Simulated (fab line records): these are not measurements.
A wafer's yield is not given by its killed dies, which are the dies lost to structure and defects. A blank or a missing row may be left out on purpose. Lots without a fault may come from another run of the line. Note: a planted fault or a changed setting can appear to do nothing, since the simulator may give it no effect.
Split-lot trial ; flow sky130 ; 5 lots, 23 wafers read, on a route of 708 steps

## THE SPLIT
At SKY_LDD_LDN_COAT_02 (resist thk 1140 nm), the setting resistThkNm was moved away from the recipe's 1140 nm on 5 of the 23 wafers read, by -2.6% to +5.7%. The other wafers ran this setting at the recipe's value.

The reading is taken at the split's own step.

## THE READING
NOVOLAK_of_LDD_LDN_COAT_02.thkNm (the simulator's own value, which no gauge read), in nm, at SKY_LDD_LDN_COAT_02 (resist thk 1140 nm). The file does not state a usual value for it. Average 1140 nm, standard deviation 4.8 nm, over the 18 wafers here run with the recipe.

wafer;tool, chamber at the split;resistThkNm as run, nm;against the recipe;NOVOLAK_of_LDD_LDN_COAT_02.thkNm, nm;against lot-mates on the recipe
L074.1;lithoTrack-01, 0;1140;recipe;1135;-
L074.2;lithoTrack-01, 0;1140;recipe;1140;-
L074.3;lithoTrack-01, 0;1140;recipe;1139;-
L074.4;lithoTrack-01, 0;1140;recipe;1139;-
L074.5;lithoTrack-01, 0;1140;recipe;1141;-
L075.1;lithoTrack-01, 0;1140;recipe;1138;-
L075.4;lithoTrack-01, 0;1140;recipe;1142;-
L075.5;lithoTrack-01, 0;1140;recipe;1137;-
L077.1;lithoTrack-02, 0;1205;+5.7%;1207;+62
L077.2;lithoTrack-02, 0;1205;+5.7%;1208;+64
L077.4;lithoTrack-02, 0;1205;+5.7%;1208;+64
L077.5;lithoTrack-02, 0;1140;recipe;1144;-
L077.6;lithoTrack-02, 0;1140;recipe;1145;-
L080.2;lithoTrack-01, 0;1140;recipe;1130;-
L080.5;lithoTrack-01, 0;1140;recipe;1130;-
L080.3;lithoTrack-01, 0;1110;-2.6%;1105;-27
L080.4;lithoTrack-01, 0;1140;recipe;1135;-
L080.6;lithoTrack-01, 0;1110;-2.6%;1107;-25
L084.1;lithoTrack-04, 0;1140;recipe;1143;-
L084.3;lithoTrack-04, 0;1140;recipe;1143;-
L084.6;lithoTrack-04, 0;1140;recipe;1143;-
L084.2;lithoTrack-04, 0;1140;recipe;1147;-
L084.5;lithoTrack-04, 0;1140;recipe;1145;-

THE FIT
A straight line over all 23 wafers: NOVOLAK_of_LDD_LDN_COAT_02.thkNm changes by +12.1 nm for each +1% of resistThkNm; r = +0.99; the points scatter about the line by 4.5 nm.
The same after taking each lot's own level away (the mean of its wafers on the recipe; 23 wafers): +10.9 nm for each +1%; r = +1.00; scatter 2 nm.
The reading moves by 62 nm for the largest change in resistThkNm, on that fit.
The span of the lots' own levels, 1131.7 to 1144.5 nm, comes to 2.7 times the standard deviation stated above.
So the lot-to-lot level changes the slope: the two fits differ.
Check: for one of the wafers moved furthest among these (+5.7%), held out of the fit, the line's prediction against its lot-mates is +62.3 nm. It came out at +62.5 nm against them.

## OTHER SPLITS APPLIED TO THESE WAFERS
Note: prior to the reading, these wafers also went through further splits. Each is held against what the fit with the lots' levels taken away leaves over:
other split on the same wafers;wafers away from the commonest value;r with NOVOLAK_of_LDD_LDN_COAT_02.thkNm (lot level and that fit taken away)
SKY_GATE_OXIDE_IMPLANT_11 energyKev;2;-0.27
SKY_POLY_GATE_EXPOSE_10 doseMj;9;+0.18
SKY_POLY_GATE_ETCH_15 sourceW;8;+0.05
SKY_LDD_N_IMPLANT_08 energyKev;5;-0.16
SKY_LDD_P_EXPOSE_04 doseMj;8;-0.06
SKY_LDD_P_IMPLANT_09 energyKev;5;-0.06
SKY_LDD_HVN_STRIP_09 powerW;10;+0.05

## THE WHOLE CHAIN: every reading that the file lists as answering this split, in the file's order
step;what it does;reading;change (the file's fit);r (the file's)
SKY_LDD_LDN_COAT_02;resist thk 1140 nm;NOVOLAK_of_LDD_LDN_COAT_02.thkNm (the simulator's own value, which no gauge read);+10.9 nm for each +1% of the setting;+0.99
SKY_LDD_LDN_STRIP_12;strips in O2/N2;stripTimeToEndpointS;withheld for each +1% of the setting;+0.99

## FILE'S OWN FIT
NOVOLAK_of_LDD_LDN_COAT_02.thkNm changes by +10.9 nm for each +1% of resistThkNm, r = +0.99.
